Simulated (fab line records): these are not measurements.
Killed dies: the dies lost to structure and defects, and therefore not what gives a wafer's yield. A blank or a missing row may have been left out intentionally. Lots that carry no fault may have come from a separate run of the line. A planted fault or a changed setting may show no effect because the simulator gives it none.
A single fault, viewed from 2 desks / flow gf180mcu / each desk has only its own numbers; what lay behind them comes last

THE METROLOGY DESK
What the gauges read, lot by lot, whatever tool the lot ran on: means of the sampled wafers that have a number. Any lot whose mean is over 4 standard deviations away from the usual mean is out of limits and marked OUT; that distance is given in the brackets.
Columns: A = M4_ALCU_RS at GF_M4_RS_MEAS_05, usual 0.0699 ohm/sq; B = V4_CVD_02_THK at GF_V4_THK_MEAS_03, usual 856 nm
lot=L685; first seen here=day 22 19:32; A=0.0706; B=846
lot=L686; first seen here=day 23 08:04; A=0.0697; B=855
lot=L687; first seen here=day 23 19:18; A=0.0696; B=853
lot=L688; first seen here=day 24 01:36; A=0.0689; B=858
lot=L689; first seen here=day 24 09:10; A=0.0687; B=864
lot=L690; first seen here=day 24 14:11; A=0.0714; B=860
lot=L691; first seen here=day 25 00:12; A=0.0703; B=850
lot=L694; first seen here=day 26 00:34; A=0.0693; B=854
lot=L703; first seen here=day 28 15:59; A=0.0696; B=838
lot=L704; first seen here=day 28 20:26; A=0.0693; B=856
lot=L707; first seen here=day 29 19:34; A=0.0695; B=853
Finding of this desk: none of the 11 lots has anything out of limits.

AT THE TOOL OWNER'S DESK: rie metal-04
The tool's own readings at GF_M4_METAL_ETCH_16 (etches the open film in Cl2/BCl3, stops on SiO2, target depth 627.5 nm, time 104.6 s): means of the sampled wafers that have a number, for each lot that ran on this tool. Any lot whose mean is over 4 standard deviations away from the usual mean is out of limits and marked OUT; that distance is given in the brackets.
Columns: A = drypump motor current A at GF_M4_METAL_ETCH_16, usual 5.4 A; B = oes product au at GF_M4_METAL_ETCH_16, usual 0.970 a.u.; C = throttle valve pct at GF_M4_METAL_ETCH_16, usual 28.253 %
lot=L686; first seen here=day 24 07:00; A=5.0; B=0.971; C=28.253
lot=L703; first seen here=day 29 11:34; A=5.1; B=0.979; C=28.244
lot=L704; first seen here=day 29 15:35; A=5.1; B=0.975; C=28.246
Finding of this desk: none of the 3 lots has anything out of limits.

TAKEN TOGETHER
Nothing out of limits was seen by the metrology desk.
The desk of the tool owner found nothing out of limits.

WHAT THE SIMULATOR HAD INSERTED
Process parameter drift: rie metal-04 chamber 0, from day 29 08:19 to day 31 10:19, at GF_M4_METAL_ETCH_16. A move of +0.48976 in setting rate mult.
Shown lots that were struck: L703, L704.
